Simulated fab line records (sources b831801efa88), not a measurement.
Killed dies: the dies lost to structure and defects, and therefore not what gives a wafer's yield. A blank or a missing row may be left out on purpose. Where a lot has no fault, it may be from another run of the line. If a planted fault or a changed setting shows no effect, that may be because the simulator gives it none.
Split-lot trial :: flow sky130 :: on a route of 708 steps: 5 lots, 23 wafers read

== ABOUT THE SPLIT ==
At SKY_SONOS_ONO_CVD_02 (deposits Si3N4 from DCS/NH3, target thk 10.5 nm, time 180 s), the setting timeS was moved away from the recipe's 180 s on 15 of the 23 wafers read, by -13.8% to +7.3%. This setting was run at the recipe's value on the other wafers.

There is no step in the file separating the split from the reading.

== THE READING ==
SONOS_ONO_CVD_02_THK in nanometres, read at SKY_SONOS_ONO_THK_MEAS_03. On this fab line, fault-free wafers typically give 10.37 nm with a standard deviation of 0.14 nm.

wafer: L074.1
tool, chamber at the split: -, -
timeS as run, s: 187.1
against the recipe: +3.9%
SONOS_ONO_CVD_02_THK, nm: 10.69
against lot-mates on the recipe: no lot-mate on the recipe

wafer: L074.2
tool, chamber at the split: -, -
timeS as run, s: 187.1
against the recipe: +3.9%
SONOS_ONO_CVD_02_THK, nm: 10.74
against lot-mates on the recipe: no lot-mate on the recipe

wafer: L074.3
tool, chamber at the split: -, -
timeS as run, s: 187.1
against the recipe: +3.9%
SONOS_ONO_CVD_02_THK, nm: 10.76
against lot-mates on the recipe: no lot-mate on the recipe

wafer: L074.5
tool, chamber at the split: -, -
timeS as run, s: 187.1
against the recipe: +3.9%
SONOS_ONO_CVD_02_THK, nm: 10.76
against lot-mates on the recipe: no lot-mate on the recipe

wafer: L074.6
tool, chamber at the split: -, -
timeS as run, s: 187.1
against the recipe: +3.9%
SONOS_ONO_CVD_02_THK, nm: 10.65
against lot-mates on the recipe: no lot-mate on the recipe

wafer: L079.2
tool, chamber at the split: lpcvd-02, 1
timeS as run, s: 180
against the recipe: recipe
SONOS_ONO_CVD_02_THK, nm: 10.40
against lot-mates on the recipe: -

wafer: L079.4
tool, chamber at the split: lpcvd-02, 1
timeS as run, s: 180
against the recipe: recipe
SONOS_ONO_CVD_02_THK, nm: 10.24
against lot-mates on the recipe: -

wafer: L079.5
tool, chamber at the split: lpcvd-02, 1
timeS as run, s: 180
against the recipe: recipe
SONOS_ONO_CVD_02_THK, nm: 10.28
against lot-mates on the recipe: -

wafer: L081.1
tool, chamber at the split: -, -
timeS as run, s: 193.1
against the recipe: +7.3%
SONOS_ONO_CVD_02_THK, nm: 11.08
against lot-mates on the recipe: no lot-mate on the recipe

wafer: L081.2
tool, chamber at the split: -, -
timeS as run, s: 193.1
against the recipe: +7.3%
SONOS_ONO_CVD_02_THK, nm: 11.04
against lot-mates on the recipe: no lot-mate on the recipe

wafer: L081.3
tool, chamber at the split: -, -
timeS as run, s: 193.1
against the recipe: +7.3%
SONOS_ONO_CVD_02_THK, nm: 11.13
against lot-mates on the recipe: no lot-mate on the recipe

wafer: L081.4
tool, chamber at the split: -, -
timeS as run, s: 193.1
against the recipe: +7.3%
SONOS_ONO_CVD_02_THK, nm: 11.16
against lot-mates on the recipe: no lot-mate on the recipe

wafer: L081.6
tool, chamber at the split: -, -
timeS as run, s: 193.1
against the recipe: +7.3%
SONOS_ONO_CVD_02_THK, nm: 11.18
against lot-mates on the recipe: no lot-mate on the recipe

wafer: L082.1
tool, chamber at the split: -, -
timeS as run, s: 155.1
against the recipe: -13.8%
SONOS_ONO_CVD_02_THK, nm: 9.14
against lot-mates on the recipe: no lot-mate on the recipe

wafer: L082.2
tool, chamber at the split: -, -
timeS as run, s: 155.1
against the recipe: -13.8%
SONOS_ONO_CVD_02_THK, nm: 9.13
against lot-mates on the recipe: no lot-mate on the recipe

wafer: L082.3
tool, chamber at the split: -, -
timeS as run, s: 155.1
against the recipe: -13.8%
SONOS_ONO_CVD_02_THK, nm: 9.16
against lot-mates on the recipe: no lot-mate on the recipe

wafer: L082.4
tool, chamber at the split: -, -
timeS as run, s: 155.1
against the recipe: -13.8%
SONOS_ONO_CVD_02_THK, nm: 9.18
against lot-mates on the recipe: no lot-mate on the recipe

wafer: L082.6
tool, chamber at the split: -, -
timeS as run, s: 155.1
against the recipe: -13.8%
SONOS_ONO_CVD_02_THK, nm: 9.16
against lot-mates on the recipe: no lot-mate on the recipe

wafer: L084.1
tool, chamber at the split: -, -
timeS as run, s: 180
against the recipe: recipe
SONOS_ONO_CVD_02_THK, nm: 10.22
against lot-mates on the recipe: -

wafer: L084.2
tool, chamber at the split: -, -
timeS as run, s: 180
against the recipe: recipe
SONOS_ONO_CVD_02_THK, nm: 10.17
against lot-mates on the recipe: -

wafer: L084.3
tool, chamber at the split: -, -
timeS as run, s: 180
against the recipe: recipe
SONOS_ONO_CVD_02_THK, nm: 10.22
against lot-mates on the recipe: -

wafer: L084.4
tool, chamber at the split: -, -
timeS as run, s: 180
against the recipe: recipe
SONOS_ONO_CVD_02_THK, nm: 10.26
against lot-mates on the recipe: -

wafer: L084.6
tool, chamber at the split: -, -
timeS as run, s: 180
against the recipe: recipe
SONOS_ONO_CVD_02_THK, nm: 10.24
against lot-mates on the recipe: -

THE FIT
A straight line over all 23 wafers: SONOS_ONO_CVD_02_THK changes by +0.0908 nm for each +1% of timeS; r = +0.99; the points scatter about the line by 0.099 nm.
Too few moved wafers with a lot-mate on the recipe to fit a line net of each lot's own level.

== THE WHOLE CHAIN: every reading that the file lists as answering this split, in the file's order ==
step: SKY_SONOS_ONO_CVD_02
what it does: deposits Si3N4 from DCS/NH3, target thk 10.5 nm, time 180 s
reading: Si3N4_of_SONOS_ONO_CVD_02.thkNm (the simulator's own value, which no gauge read)
change (the file's fit): +0.0902 nm for each +1% of the setting
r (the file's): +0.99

step: SKY_SONOS_ONO_THK_MEAS_03
what it does: 
reading: SONOS_ONO_CVD_02_THK
change (the file's fit): +0.0909 for each +1% of the setting
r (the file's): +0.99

== FILE'S OWN FIT ==
SONOS_ONO_CVD_02_THK changes by +0.0909 nm for each +1% of timeS, r = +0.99.
